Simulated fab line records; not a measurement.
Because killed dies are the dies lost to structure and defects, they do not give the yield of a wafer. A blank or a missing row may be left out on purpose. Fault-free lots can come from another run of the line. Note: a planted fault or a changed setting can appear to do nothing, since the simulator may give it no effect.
A struck lot beside a sound one | flow sfq-line | 19 out of 325 route steps
Sound: these wafers, L275.1, L275.2, L275.4. The struck wafers were L265.1, L265.3, L265.4. At the end, the cause is stated.
At each step with rows: each side's tool, then ch and its chambers, then its first start. Under that, the readings that differ: sound wafers | struck wafers | difference of the means | sigmas: that difference in standard deviations of wafers without a fault.
alike: readings with means less than 2 such deviations apart, plus words and numbers identical on both sides. not compared: withheld readings, readings lacking a value on some wafer, bounds such as >300 that could conceal the same value, and numbers that have no deviation in the record and whose values overlap.
A row with sigmas, a row that says differs or no value, or rows on one side alone: a step with any of these is where the two part. Numbers that don't overlap but have no deviation are shown without sigmas and don't part them. A reading missing from all wafers of one side parts the sides only when that side holds two or more wafers.

first, 4 steps without rows for these wafers: SFQ_TRILAYER_I5_LITHO_SOFTBAKE_148; SFQ_TRILAYER_I5_LITHO_EXPOSE_145 (exposes mask I5, target cd 700 nm); SFQ_TRILAYER_I5_LITHO_PEB_147 (peb time 60 s); SFQ_TRILAYER_I5_LITHO_DEVELOP_146 (time 60 s).
SFQ_I5_OVL_MEAS_936:
  sound on overlay-01 at day 75 14:05; struck on overlay-02 at day 71 02:26
  alike: I5_OVL
SFQ_TRILAYER_I5_BARC_OPEN_VIA_ETCH_200: etches BARC in O2, target depth 125 nm, time 41.7 s.
  sound on rie-diel-02 ch 0,1,2, day 75 14:08; struck on rie-diel-01 ch 0,1,2, day 71 02:28
  alike: drypump-motor-current-A, oes-product-au
  not compared: rf-hours-counter-h
SFQ_TRILAYER_I5_ETCH_VIA_ETCH_147: etches the open film in CHF3, stops on Nb, target depth 360 nm.
  sound on rie-diel-02 ch 0,1,2, day 75 14:10; struck on rie-diel-01 ch 0,1,2, day 71 02:30
  alike: drypump-motor-current-A, oes-product-au
SFQ_TRILAYER_I5_STRIP_STRIP_148: strips in O2.
  sound on rie-metal-01 ch 0,1, day 75 14:19; struck on rie-metal-01 ch 0,1, day 71 02:39
  alike: drypump-motor-current-A, oes-product-au
  not compared: rf-hours-counter-h
then, 4 steps without rows for these wafers: SFQ_TRILAYER_I5_STRIP_SOLV_CLEAN_149 (cleans in NMP, time 600 s); SFQ_TRILAYER_C5_LITHO_COAT_156 (resist thk 62 nm); SFQ_TRILAYER_C5_LITHO_COAT_151 (resist thk 650 nm); SFQ_TRILAYER_C5_LITHO_SOFTBAKE_155.
SFQ_TRILAYER_C5_LITHO_EXPOSE_152: exposes mask C5, target cd 500 nm.
  sound on krf-scanner-02 ch 0, day 79 11:38; struck on krf-scanner-01 ch 0, day 71 07:01
  reading              | sound                | struck               | difference | sigmas
  exposure-dose-mJ-cm2 | 21.295 21.297 21.325 | 22.337 22.292 22.356 | +1.023     | +44
  alike: mask
then, 2 steps without rows for these wafers: SFQ_TRILAYER_C5_LITHO_PEB_154 (peb time 60 s); SFQ_TRILAYER_C5_LITHO_DEVELOP_153 (time 60 s).
SFQ_C5_OVL_MEAS_937:
  sound on overlay-01 at day 79 13:08; struck on overlay-02 at day 71 08:31
  alike: C5_OVL
SFQ_TRILAYER_C5_BARC_OPEN_VIA_ETCH_210: etches BARC in O2, target depth 125 nm, time 41.7 s.
  sound on rie-diel-01 ch 0,1,2, day 79 13:11; struck on rie-diel-04 ch 0,1,2, day 71 08:32
  reading             | sound             | struck          | difference | sigmas
  model.C5.cd-nm (nm) | 499.7 498.5 498.8 | 507 505.9 505.3 | +7         |
  alike: drypump-motor-current-A, oes-product-au
  not compared: rf-hours-counter-h
SFQ_TRILAYER_C5_ETCH_VIA_ETCH_154: etches SiO2 in CHF3, stops on Nb, target depth 84 nm.
  sound on rie-diel-01 ch 0,1,2, day 79 13:13; struck on rie-diel-04 ch 0,1,2, day 71 08:35
  reading             | sound             | struck            | difference | sigmas
  model.C5.cd-nm (nm) | 499.8 498.1 498.6 | 507.2 506.2 505.4 | +7.4       |
  alike: drypump-motor-current-A, oes-product-au
SFQ_TRILAYER_C5_STRIP_STRIP_155: strips in O2.
  sound on rie-metal-02 ch 0,1, day 79 13:16; struck on rie-metal-02 ch 0,1, day 71 08:38
  alike: drypump-motor-current-A, oes-product-au
  not compared: rf-hours-counter-h

WHERE THEY PART
At SFQ_TRILAYER_C5_LITHO_EXPOSE_152 and nowhere else, as far as this record goes. Later steps at which nothing parts them and some readings are alike: SFQ_C5_OVL_MEAS_937, SFQ_TRILAYER_C5_BARC_OPEN_VIA_ETCH_210, SFQ_TRILAYER_C5_ETCH_VIA_ETCH_154, SFQ_TRILAYER_C5_STRIP_STRIP_155.

WHY: the cause the simulator had injected
Drift in process parameters on krf-scanner-01 at SFQ_TRILAYER_C5_LITHO_EXPOSE_152, starting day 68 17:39. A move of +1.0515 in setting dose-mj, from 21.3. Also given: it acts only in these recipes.
